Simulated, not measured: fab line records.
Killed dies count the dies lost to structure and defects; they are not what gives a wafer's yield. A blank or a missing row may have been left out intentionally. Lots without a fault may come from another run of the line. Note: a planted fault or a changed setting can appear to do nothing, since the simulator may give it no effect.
A struck lot beside a sound one + flow sky130 + 22 steps out of a route of 708
Sound: these wafers, L185.2, L185.3, L185.5. Struck: wafer L184.2 (left out: L184.1, L184.6 of the same lot, which were not struck); the cause appears at the end.
Order at every step that has rows: each side's tool, ch and its chambers, its first start. Under that, the readings that differ: sound wafers + struck wafers + difference of the means + sigmas: that difference in standard deviations of wafers without a fault.
alike: words and numbers the same on both sides, and readings whose means are apart by under 2 such deviations; not compared: readings that were withheld, readings missing a value for some wafer, numbers with overlapping values and no deviation given by the record, and bounds like >300 which may hide the same value.
Wherever a step has rows on one side only, a row that says differs or no value, or a row with sigmas, the two part there. Numbers that have no deviation but don't overlap get no sigmas and don't part them. A reading missing from all wafers of one side parts the sides only when that side holds two or more wafers.

SKY_SD_N_RTA_14: time 2 s.
  sound on rtp anneal-02 ch 0, day 31 18:24; struck on rtp anneal-01 ch 0, day 31 13:03
  alike: lamp power pct, wafer_temp_C_max
SKY_SD_N_RS_MEAS_16: measurement is done with a four-point probe.
  sound on film metro-02 at day 31 18:35; struck on film metro-02 at day 31 13:13
  alike: SD_N_RS
SKY_SD_N_RS_MEAS_17: measurement is done with a four-point probe.
  sound on film metro-02 at day 31 18:43; struck on film metro-02 at day 31 13:20
| reading          | sound             | struck | difference | sigmas |
|------------------|-------------------|--------|------------|--------|
| SD_P_RS (ohm/sq) | 146.3 146.6 146.6 | 147.3  | +0.8       | +2     |
SKY_SD_N_RS_MEAS_18: measurement is done with a four-point probe.
  sound on film metro-02 at day 31 18:50; struck on film metro-02 at day 31 13:28
  alike: RES_XHIGH_RS
then, 2 steps without rows for these wafers: SKY_SALICIDE_CLEAN_00 (cleans in HF-last, time 30 s); SKY_LI_CONTACT_HDPCVD_00 (deposits PSG, target thk 930 nm, time 155 s).
SKY_LI_CONTACT_THK_MEAS_01:
  sound on film metro-03 at day 31 19:04; struck on film metro-03 at day 31 13:42
  alike: LI_CONTACT_HDPCVD_THK
SKY_LI_CONTACT_CMP_02: polishes PSG.
  sound on cmp-02 ch 0,2, day 31 19:10; struck on cmp-02 ch 0, day 31 13:49
  alike: motor current A, retaining ring pressure frac, time to endpoint s
SKY_LI_CONTACT_BOW_MEAS_03:
  sound on film metro-02 at day 31 19:26; struck on film metro-02 at day 31 14:04
  alike: LI_CONTACT_BOW
then, 2 steps without rows for these wafers: SKY_LI_CONTACT_DEHYDRATE_04 (time 60 s); SKY_LI_CONTACT_HMDS_05 (prime time 60 s).
SKY_LI_CONTACT_COAT_06: resist thk 60 nm.
  sound on litho track-03 ch 0, day 32 08:41; struck on litho track-04 ch 0, day 32 03:41
then, 5 steps without rows for these wafers: SKY_LI_CONTACT_COAT_07 (resist thk 450 nm); SKY_LI_CONTACT_SOFTBAKE_08 (time 90 s); SKY_LI_CONTACT_EXPOSE_09 (exposes mask LICM1, target cd 170 nm); SKY_LI_CONTACT_PEB_10; SKY_LI_CONTACT_DEVELOP_11 (develop time 60 s).
SKY_LI_CONTACT_CD_MEAS_12 targets a cd of 170 nm.
  sound on cd sem-01 at day 32 22:12; struck on cd sem-02 at day 32 17:23
  alike: cd nm
SKY_LI_CONTACT_OVL_MEAS_13:
  sound on overlay-01 at day 32 22:18; struck on overlay-02 at day 32 17:30
  alike: LI_CONTACT_OVL
SKY_LI_CONTACT_ETCH_14: etches BARC in N2/H2, stops on SiO2, time 45.9 s, target depth 60 nm.
  sound on rie diel-03 ch 2,3, day 32 22:20; struck on rie diel-03 ch 0, day 32 17:32
| reading                  | sound                | struck | difference | sigmas |
|--------------------------|----------------------|--------|------------|--------|
| oes product au (a.u.)    | 0.864 0.851 0.861    | 0.806  | -0.053     | -11    |
| throttle valve pct (%)   | 13.230 13.221 13.216 | 13.202 | -0.020     | -2     |
| model.etch.depth nm (nm) | 60.46 60.11 60.21    | 53.45  | -6.81      |        |
  alike: drypump motor current A, n2 flow sccm
  not compared: rf hours counter h
SKY_LI_CONTACT_ETCH_15: etches PSG in C4F8/O2/Ar, stops on Si, target depth 600 nm.
  sound on rie diel-03 ch 2,3, day 32 22:23; struck on rie diel-03 ch 0, day 32 17:35
  alike: oes product au
next, for these wafers, 1 step has no rows: SKY_PAD_OPEN_PROBE_99.

== WHERE THEY PART ==
First at SKY_SD_N_RS_MEAS_17; last, within this record, at SKY_LI_CONTACT_ETCH_14. Later steps at which nothing parts them and some readings are alike: SKY_LI_CONTACT_ETCH_15.

WHY: the cause the simulator had injected
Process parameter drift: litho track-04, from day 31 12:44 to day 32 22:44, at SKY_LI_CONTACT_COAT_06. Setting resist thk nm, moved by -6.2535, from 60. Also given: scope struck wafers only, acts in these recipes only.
